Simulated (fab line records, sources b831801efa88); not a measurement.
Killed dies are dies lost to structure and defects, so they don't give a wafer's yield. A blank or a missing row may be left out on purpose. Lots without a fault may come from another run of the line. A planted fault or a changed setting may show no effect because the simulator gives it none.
Which tool did it? | flow gf180mcu | 12 lots, 36 wafers sampled, at 5 steps of a route of 602

WHAT THE GAUGES READ, wafer by wafer
GF_V5_THK_MEAS_25: measures by xrf. Usual: V5_W_THK 336 nm, standard deviation 4.5.
lot  | measured     | on            | V5_W_THK (nm) | flag
L247 | day 27 08:22 | film_metro-03 | 341 338 337   |
L248 | day 27 13:37 | film_metro-03 | 334 337 328   |
L249 | day 27 23:14 | film_metro-03 | 337 343 342   |
L250 | day 28 09:58 | film_metro-04 | 333 335 341   |
L253 | day 29 08:29 | film_metro-02 | 338 334 338   |
L257 | day 30 15:19 | film_metro-04 | 339 336 333   |
L258 | day 30 16:41 | film_metro-04 | 343 338 338   |
L262 | day 31 21:54 | film_metro-02 | 336 338 334   |
L267 | day 33 00:44 | film_metro-03 | 333 334 336   |
L268 | day 33 03:01 | film_metro-02 | 337 333 335   |
L269 | day 33 09:16 | film_metro-02 | 336 331 330   |
L270 | day 33 15:32 | film_metro-02 | 334 329 324   |

GF_TOP_METAL_CD_MEAS_14: target cd 440 nm. Usual: cd_nm 440.9 nm, standard deviation 2.4.
lot  | measured     | on        | cd_nm (nm)        | flag
L247 | day 28 04:26 | cd_sem-02 | 438.0 437.4 440.9 |
L248 | day 28 09:32 | cd_sem-02 | 442.2 439.9 440.8 |
L249 | day 28 18:37 | cd_sem-02 | 441.8 439.9 440.6 |
L250 | day 29 05:53 | cd_sem-01 | 439.1 439.1 440.1 |
L253 | day 30 03:28 | cd_sem-01 | 441.6 442.8 442.8 |
L257 | day 31 09:41 | cd_sem-01 | 331.0 355.5 395.9 | OFF
L258 | day 31 10:10 | cd_sem-02 | 317.3 403.5 341.8 | OFF
L262 | day 32 14:53 | cd_sem-02 | 446.1 444.7 440.6 |
L267 | day 33 16:29 | cd_sem-01 | 440.7 442.7 438.7 |
L268 | day 33 19:10 | cd_sem-01 | 440.8 441.1 441.8 |
L269 | day 34 00:54 | cd_sem-01 | 441.0 441.9 441.8 |
L270 | day 34 06:58 | cd_sem-01 | 444.0 443.0 442.9 |

WHICH TOOL RAN EACH LOT (tool, then ch and the chambers of the sampled wafers, then the start)
lot  | GF_V4_SPUTTER_22             | GF_M5_ETCH_09                      | GF_TOP_METAL_EXPOSE_11
L247 | pvd_sputter-03, day 24 12:15 | rie_diel-04 ch 1,2,3, day 26 09:10 | iline_stepper-01 ch 0, day 27 19:00
L248 | pvd_sputter-03, day 24 18:27 | rie_diel-04 ch 0,1,3, day 26 14:13 | iline_stepper-01 ch 0, day 28 00:10
L249 | pvd_sputter-03, day 25 04:29 | rie_diel-04 ch 1,2, day 27 00:28   | iline_stepper-02 ch 0, day 28 09:34
L250 | pvd_sputter-03, day 25 16:51 | rie_diel-01 ch 0,1,3, day 27 11:54 | iline_stepper-02 ch 0, day 28 20:06
L253 | pvd_sputter-04, day 26 17:35 | rie_diel-02 ch 2,3, day 28 10:49   | iline_stepper-02 ch 0, day 29 18:16
L257 | pvd_sputter-03, day 28 02:32 | rie_diel-01 ch 0,1,3, day 29 17:43 | iline_stepper-01 ch 0, day 31 01:16
L258 | pvd_sputter-04, day 28 04:17 | rie_diel-02 ch 0,3, day 29 20:10   | iline_stepper-01 ch 0, day 31 02:05
L262 | pvd_sputter-03, day 29 11:18 | rie_diel-04 ch 1,2,3, day 31 01:28 | iline_stepper-02 ch 0, day 32 06:53
L267 | pvd_sputter-01, day 30 17:56 | rie_diel-02 ch 2,3, day 32 06:19   | iline_stepper-01 ch 0, day 33 09:12
L268 | pvd_sputter-03, day 30 21:14 | rie_diel-04 ch 1,2, day 32 09:16   | iline_stepper-01 ch 0, day 33 11:46
L269 | pvd_sputter-01, day 31 01:51 | rie_diel-02 ch 0,1,2, day 32 14:28 | iline_stepper-01 ch 0, day 33 17:21
L270 | pvd_sputter-04, day 31 10:16 | rie_diel-01 ch 0,1, day 32 21:04   | iline_stepper-01 ch 0, day 33 23:56
- GF_V4_SPUTTER_22: material TiN, target thk 10 nm, time 40 s.
- GF_M5_ETCH_09: etches Si3N4 in CF4/O2, target depth 52 nm, time 11.6 s.
- GF_TOP_METAL_EXPOSE_11: exposes mask MetalTop, target cd 440 nm.

WHAT THE TOOLS THEMSELVES READ (means of the sampled wafers that have a number; where no wafer has one, the mark that the record gives instead)
GF_V4_SPUTTER_22. Usual: throttle_valve_pct 29.7 %, standard deviation 0.83.
lot  | tool           | throttle_valve_pct (%) | flag
L247 | pvd_sputter-03 | 29.2                   |
L248 | pvd_sputter-03 | 29.6                   |
L249 | pvd_sputter-03 | 29.2                   |
L250 | pvd_sputter-03 | 29.6                   |
L253 | pvd_sputter-04 | 29.5                   |
L257 | pvd_sputter-03 | 29.6                   |
L258 | pvd_sputter-04 | 30.3                   |
L262 | pvd_sputter-03 | 29.5                   |
L267 | pvd_sputter-01 | 30.4                   |
L268 | pvd_sputter-03 | 29.7                   |
L269 | pvd_sputter-01 | 30.1                   |
L270 | pvd_sputter-04 | 29.3                   |

GF_M5_ETCH_09. Usual: drypump_motor_current_A 5.7 A, standard deviation 0.44; oes_product_au 0.991 a.u., standard deviation 0.013; throttle_valve_pct 5.968 %, standard deviation 0.009.
lot  | tool        | drypump_motor_current_A (A) | oes_product_au (a.u.) | throttle_valve_pct (%) | flag
L247 | rie_diel-04 | 5.7                         | 0.985                 | 5.962                  |
L248 | rie_diel-04 | 5.7                         | 0.978                 | 5.962                  |
L249 | rie_diel-04 | 5.8                         | 0.978                 | 5.969                  |
L250 | rie_diel-01 | 5.7                         | 1.003                 | 5.971                  |
L253 | rie_diel-02 | 5.6                         | 0.983                 | 5.952                  |
L257 | rie_diel-01 | 5.7                         | 0.998                 | 5.976                  |
L258 | rie_diel-02 | 6.1                         | 0.980                 | 5.965                  |
L262 | rie_diel-04 | 5.7                         | 0.987                 | 5.971                  |
L267 | rie_diel-02 | 5.4                         | 0.980                 | 5.963                  |
L268 | rie_diel-04 | 5.7                         | 0.993                 | 5.961                  |
L269 | rie_diel-02 | 5.8                         | 0.999                 | 5.966                  |
L270 | rie_diel-01 | 5.7                         | 1.000                 | 5.977                  |

GF_TOP_METAL_EXPOSE_11. Usual: stage_vel_mm_s 500.03 mm/s, standard deviation 0.22.
lot  | tool             | stage_vel_mm_s (mm/s) | flag
L247 | iline_stepper-01 | 500.17                |
L248 | iline_stepper-01 | 500.11                |
L249 | iline_stepper-02 | 499.89                |
L250 | iline_stepper-02 | 500.05                |
L253 | iline_stepper-02 | 499.84                |
L257 | iline_stepper-01 | 500.24                |
L258 | iline_stepper-01 | 499.84                |
L262 | iline_stepper-02 | 500.26                |
L267 | iline_stepper-01 | 500.25                |
L268 | iline_stepper-01 | 500.13                |
L269 | iline_stepper-01 | 499.82                |
L270 | iline_stepper-01 | 499.99                |

THE ANSWER, worked out from the rows above alone
Rule: a lot is off if the mean of its wafers that have a number lies more than 3 standard deviations from the usual mean. A lot without any number at a reading at which 4 lots or more have one is off too. The other lots that the step has rows for count as sound. The gauges are gone through in route order, then the tools' own readings, and for those a lot's mean is taken as printed above. The first step at which some lot is off is used, and at that step the reading that is off furthest; a lot without a number counts as furthest.
Off: L257, L258, at GF_TOP_METAL_CD_MEAS_14 (cd_nm).
A tool fits if, at a process step before that reading, it ran every lot that is off, and no sound lot after the first of them. The gauges at GF_TOP_METAL_CD_MEAS_14 are tried like those tools. None of those tried fits.

WHAT THE SIMULATOR HAD PUT IN
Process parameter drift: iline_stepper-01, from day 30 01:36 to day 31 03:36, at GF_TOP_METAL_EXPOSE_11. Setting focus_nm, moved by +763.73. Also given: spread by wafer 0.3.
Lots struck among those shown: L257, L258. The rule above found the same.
